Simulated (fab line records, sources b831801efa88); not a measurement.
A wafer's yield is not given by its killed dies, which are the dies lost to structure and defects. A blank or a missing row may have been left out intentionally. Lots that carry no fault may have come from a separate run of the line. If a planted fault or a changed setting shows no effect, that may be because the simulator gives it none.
Struck lot and sound lot, side by side | flow sky130 | 23 steps out of a route of 708
Sound: wafers L723.1, L723.2, L723.3. The struck wafers were L727.2, L727.3, L727.4. The cause is named last.
For every step that has rows: the tool of each side, followed by ch and its chambers, followed by its first start. Under that, the readings that differ: sound wafers | struck wafers | difference of the means | sigmas: that difference in standard deviations of wafers without a fault.
alike: same words and numbers on both sides, and readings whose means sit less than 2 such deviations apart. not compared: any withheld reading, any reading some wafer has no value for, any bound like >300 that may hide the same value, and any number with overlapping values for which the record gives no deviation.
Wherever a step has rows on one side only, a row that says differs or no value, or a row with sigmas, the two part there. Numbers that have no deviation but don't overlap get no sigmas and don't part them. A reading missing from all wafers of one side parts the sides only when that side holds two or more wafers.

first, 5 steps without rows for these wafers: SKY_PWDE_COAT_02 (resist thk 3000 nm); SKY_PWDE_SOFTBAKE_03; SKY_PWDE_EXPOSE_04 (exposes mask PWDEM, target cd 840 nm); SKY_PWDE_PEB_05; SKY_PWDE_DEVELOP_06 (develop time 60 s).
SKY_PWDE_OVL_MEAS_07:
  sound on overlay-01, day 6 10:29; struck on overlay-02, day 7 08:33
  alike: PWDE_OVL
next, for these wafers, 1 step has no rows: SKY_PWDE_IMPLANT_08.
SKY_PWDE_STRIP_09: strips in O2/N2.
  sound on plasma-asher-04 ch 0,1, day 6 10:40; struck on plasma-asher-02 ch 0,1, day 7 08:44
  alike: drypump-motor-current-A, oes-product-au, strip-time-to-endpoint-s
  not compared: rf-hours-counter-h
SKY_PWDE_TW_MEAS_10:
  sound on film-metro-01, day 6 10:46; struck on film-metro-02, day 7 08:50
  reading | sound             | struck            | difference | sigmas
  PWDE_TW | 380.1 381.5 379.8 | 376.8 374.4 372.5 | -5.9       | -2
then, 3 steps without rows for these wafers: SKY_NWELL_DEHYDRATE_03 (time 60 s); SKY_NWELL_HMDS_04 (prime time 60 s); SKY_NWELL_COAT_05 (resist thk 3000 nm).
SKY_NWELL_SOFTBAKE_06:
  sound on litho-track-03 ch 0, day 6 20:20; struck on litho-track-03 ch 0, day 7 19:04
  reading                                 | sound                | struck               | difference | sigmas
  heater-power-total-W (W)                | 65.30 65.55 65.58    | 67.88 68.27 67.96    | +2.56      | +18
  plate-temp-C (C)                        | 110.25 109.95 110.04 | 113.29 113.28 113.41 | +3.25      | +25
  model.coat_of_NWELL_COAT_05.thk-nm (nm) | 3031 3017 3034       | 3007 3000 2989       | -29        |
then, 2 steps without rows for these wafers: SKY_NWELL_EXPOSE_07 (exposes mask NWM, target cd 840 nm); SKY_NWELL_PEB_08.
SKY_NWELL_DEVELOP_09: develop time 60 s.
  sound on litho-track-04 ch 0; struck on litho-track-03 ch 0
  reading                                 | sound          | struck         | difference | sigmas
  model.coat_of_NWELL_COAT_05.thk-nm (nm) | 3027 3013 3030 | 3003 2995 2984 | -29        |
SKY_NWELL_OVL_MEAS_10:
  sound on overlay-01, day 7 06:17; struck on overlay-02, day 8 04:38
  reading           | sound         | struck      | difference | sigmas
  NWELL_00_OVL (nm) | 0.2 -0.6 -0.7 | 3.0 1.6 2.5 | +2.7       | +2
then, 3 steps without rows for these wafers: SKY_NWELL_IMPLANT_11; SKY_NWELL_IMPLANT_12; SKY_NWELL_IMPLANT_13.
SKY_NWELL_STRIP_14: strips in O2/N2.
  sound on plasma-asher-03 ch 0,1, day 7 06:47; struck on plasma-asher-03 ch 0,1, day 8 05:07
  reading                      | sound             | struck            | difference | sigmas
  strip-time-to-endpoint-s (s) | 37.28 37.13 37.31 | 37.00 36.90 36.78 | -0.35      | -4
  alike: drypump-motor-current-A, oes-product-au
  not compared: rf-hours-counter-h
SKY_NWELL_TW_MEAS_15:
  sound on film-metro-01, day 7 06:53; struck on film-metro-02, day 8 05:14
  reading  | sound          | struck         | difference | sigmas
  NWELL_TW | 1857 1849 1845 | 1828 1822 1833 | -23        | -2
next, for these wafers, 1 step has no rows: SKY_PAD_OPEN_PROBE_99.

WHERE THEY PART
Earliest at SKY_PWDE_TW_MEAS_10; latest, in this record, at SKY_NWELL_TW_MEAS_15.

WHY: what had been put in by the simulator
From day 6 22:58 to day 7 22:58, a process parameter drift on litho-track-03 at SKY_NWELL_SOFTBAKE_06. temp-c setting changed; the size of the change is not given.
